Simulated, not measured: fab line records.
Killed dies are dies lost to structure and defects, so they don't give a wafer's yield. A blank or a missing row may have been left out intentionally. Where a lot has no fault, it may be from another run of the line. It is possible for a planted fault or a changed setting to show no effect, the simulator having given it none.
Which tool was responsible? + flow sky130 + 7 lots (21 wafers sampled), 1 step of a 708-step route

WHAT THE GAUGES SHOWED, per wafer
SKY_POLY_CUT_OVL_MEAS_09.
| lot  | measured     | on         | POLY_CUT_OVL (nm) |
|------|--------------|------------|-------------------|
| L376 | day 25 04:22 | overlay-01 | 2 3 5             |
| L377 | day 25 11:04 | overlay-02 | 7 2 -3            |
| L380 | day 26 14:16 | overlay-02 | 11 6 9            |
| L382 | day 27 05:56 | overlay-01 | 8 5 0             |
| L387 | day 28 22:23 | overlay-01 | -3 0 -4           |
| L389 | day 29 18:19 | overlay-02 | 4 5 1             |
| L397 | day 32 05:25 | overlay-01 | 0 5 4             |

WHAT TOOL EACH LOT RAN ON (gives the tool, then ch and the chambers of the sampled wafers, and finally the start)
The record shows no process step preceding these readings.

THE ANSWER, worked out from the rows above alone
Rule: the lots themselves supply what counts as usual. Put in order of their means at a reading, lots are off if they are a third of the lots or fewer, leave a main group of 4 or more, and stand apart from it by a gap of 3 or more times the standard deviation of the main group's means; of several such gaps the widest counts. If all means in a main group match to the digits the tables above print for the reading, that group is not used. Also off: a lot with no number at a reading for which 4 or more lots have one. Where the step has rows for the other lots, those lots are counted as sound.
None of the lots is off at any reading shown; this tells nothing.

WHAT THE SIMULATOR HAD PUT IN
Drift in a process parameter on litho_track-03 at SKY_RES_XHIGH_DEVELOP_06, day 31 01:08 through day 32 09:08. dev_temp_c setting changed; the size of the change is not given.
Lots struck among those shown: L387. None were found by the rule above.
